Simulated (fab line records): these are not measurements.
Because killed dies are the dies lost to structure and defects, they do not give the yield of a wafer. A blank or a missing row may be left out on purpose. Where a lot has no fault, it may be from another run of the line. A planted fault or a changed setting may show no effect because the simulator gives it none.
What tool caused it? :: flow sky130 :: 40 wafers from 14 lots sampled at 3 of the route's 708 steps

WHAT THE GAUGES READ, wafer by wafer
SKY_LDD_HVN_TW_MEAS_10. Usual: LDD_HVN_TW typically reads 1444, with standard deviation 7.1.
lot: L598
measured: day 20 01:47
on: film_metro-04
LDD_HVN_TW: 1442 1453 1445
flag: 

lot: L599
measured: day 20 03:58
on: film_metro-03
LDD_HVN_TW: 1464 1456 1457
flag: 

lot: L600
measured: day 20 23:46
on: film_metro-02
LDD_HVN_TW: 1434 1436 1439
flag: 

lot: L601
measured: day 21 00:17
on: film_metro-04
LDD_HVN_TW: 1444 1446 1446
flag: 

lot: L604
measured: day 22 08:47
on: film_metro-02
LDD_HVN_TW: 1453 1444 1443
flag: 

lot: L605
measured: day 22 17:49
on: film_metro-04
LDD_HVN_TW: 1451 1443 1452
flag: 

lot: L607
measured: day 24 17:31
on: film_metro-02
LDD_HVN_TW: 1435 1432 1442
flag: 

lot: L609
measured: day 24 23:27
on: film_metro-02
LDD_HVN_TW: 1444 1433 1438
flag: 

lot: L611
measured: day 25 21:22
on: film_metro-03
LDD_HVN_TW: 1453 1450 1452
flag: 

lot: L614
measured: day 26 06:25
on: film_metro-04
LDD_HVN_TW: 1447 1442
flag: 

lot: L615
measured: day 26 17:41
on: film_metro-02
LDD_HVN_TW: 1432 1429
flag: 

lot: L617
measured: day 27 16:34
on: film_metro-02
LDD_HVN_TW: 1439 1437 1439
flag: 

lot: L620
measured: day 28 05:02
on: film_metro-04
LDD_HVN_TW: 1450 1442 1449
flag: 

lot: L621
measured: day 28 06:50
on: film_metro-04
LDD_HVN_TW: 1453 1444 1445
flag: 

SKY_LDD_HVP_TW_MEAS_10. Usual: LDD_HVP_TW typically reads 461.4, with standard deviation 2.3.
lot: L598
measured: day 21 09:02
on: film_metro-03
LDD_HVP_TW: 462.6 461.9 461.7
flag: 

lot: L599
measured: day 21 11:11
on: film_metro-03
LDD_HVP_TW: 459.9 458.9 461.5
flag: 

lot: L600
measured: day 22 06:19
on: film_metro-01
LDD_HVP_TW: 463.2 460.3 457.3
flag: 

lot: L601
measured: day 22 06:44
on: film_metro-04
LDD_HVP_TW: 459.7 461.5 461.9
flag: 

lot: L604
measured: day 23 15:00
on: film_metro-04
LDD_HVP_TW: 458.6 458.3 459.5
flag: 

lot: L605
measured: day 23 23:31
on: film_metro-03
LDD_HVP_TW: 461.6 462.6 461.8
flag: 

lot: L607
measured: day 25 23:28
on: film_metro-03
LDD_HVP_TW: 461.4 461.0 459.9
flag: 

lot: L609
measured: day 26 05:13
on: film_metro-03
LDD_HVP_TW: 465.2 461.5 461.0
flag: 

lot: L611
measured: day 27 02:19
on: film_metro-03
LDD_HVP_TW: 466.0 465.2 464.4
flag: 

lot: L614
measured: day 27 10:54
on: film_metro-03
LDD_HVP_TW: 464.2 462.9
flag: 

lot: L615
measured: day 27 21:49
on: film_metro-03
LDD_HVP_TW: 461.8 464.3
flag: 

lot: L617
measured: day 28 21:11
on: film_metro-03
LDD_HVP_TW: 464.3 462.1 462.6
flag: 

lot: L620
measured: day 29 09:31
on: film_metro-01
LDD_HVP_TW: 460.2 460.1 460.5
flag: 

lot: L621
measured: day 29 10:44
on: film_metro-03
LDD_HVP_TW: 460.7 460.6 461.8
flag: 

SKY_LDD_LDN_OVL_MEAS_07. Usual: LDD_LDN_OVL typically reads -0.1 nm, with standard deviation 1.1.
lot: L598
measured: day 22 15:30
on: overlay-02
LDD_LDN_OVL (nm): 1.5 -0.3 -0.4
flag: 

lot: L599
measured: day 22 17:16
on: overlay-02
LDD_LDN_OVL (nm): -1.8 -2.7 0.6
flag: 

lot: L600
measured: day 23 11:57
on: overlay-01
LDD_LDN_OVL (nm): 1.0 0.5 1.0
flag: 

lot: L601
measured: day 23 12:46
on: overlay-02
LDD_LDN_OVL (nm): 0.8 -1.5 -0.3
flag: 

lot: L604
measured: day 24 20:16
on: overlay-01
LDD_LDN_OVL (nm): 1.5 0.6 0.0
flag: 

lot: L605
measured: day 25 05:07
on: overlay-02
LDD_LDN_OVL (nm): -2.1 -1.2 -0.3
flag: 

lot: L607
measured: day 27 04:04
on: overlay-02
LDD_LDN_OVL (nm): 0.0 0.2 -1.3
flag: 

lot: L609
measured: day 27 09:51
on: overlay-01
LDD_LDN_OVL (nm): 0.2 -0.5 0.5
flag: 

lot: L611
measured: day 28 06:16
on: overlay-01
LDD_LDN_OVL (nm): 1.6 1.7 0.9
flag: 

lot: L614
measured: day 28 15:13
on: overlay-02
LDD_LDN_OVL (nm): 0.2 -1.2
flag: 

lot: L615
measured: day 29 01:13
on: overlay-02
LDD_LDN_OVL (nm): -0.6 2.0
flag: 

lot: L617
measured: day 30 01:27
on: overlay-02
LDD_LDN_OVL (nm): -0.6 -0.1 0.4
flag: 

lot: L620
measured: day 30 13:09
on: overlay-02
LDD_LDN_OVL (nm): -0.4 0.7 -0.4
flag: 

lot: L621
measured: day 30 14:22
on: overlay-02
LDD_LDN_OVL (nm): -1.1 -1.0 0.8
flag: 

WHAT TOOL EACH LOT RAN ON (gives the tool, then ch and the chambers of the sampled wafers, and finally the start)
Before these readings, the record contains no process step.

AS READ BY THE TOOLS THEMSELVES (means over the sampled wafers that have a number; for cases with no such wafer, the mark the record gives instead)
The record holds no such reading with a usual standard deviation.

THE ANSWER, worked out from the rows above alone
Rule: a lot is off if the mean of its wafers that have a number lies more than 3 standard deviations from the usual mean. A lot without any number at a reading at which 4 lots or more have one is off too. All remaining lots with rows at the step are treated as sound. First the gauges in route order, then the tools' own readings, where a lot's mean is used as printed above. The first step at which some lot is off is used, and at that step the reading that is off furthest; a lot without a number counts as furthest.
No lot is off on any of the readings shown, so nothing can be concluded from this.

WHAT WAS PUT IN BY THE SIMULATOR
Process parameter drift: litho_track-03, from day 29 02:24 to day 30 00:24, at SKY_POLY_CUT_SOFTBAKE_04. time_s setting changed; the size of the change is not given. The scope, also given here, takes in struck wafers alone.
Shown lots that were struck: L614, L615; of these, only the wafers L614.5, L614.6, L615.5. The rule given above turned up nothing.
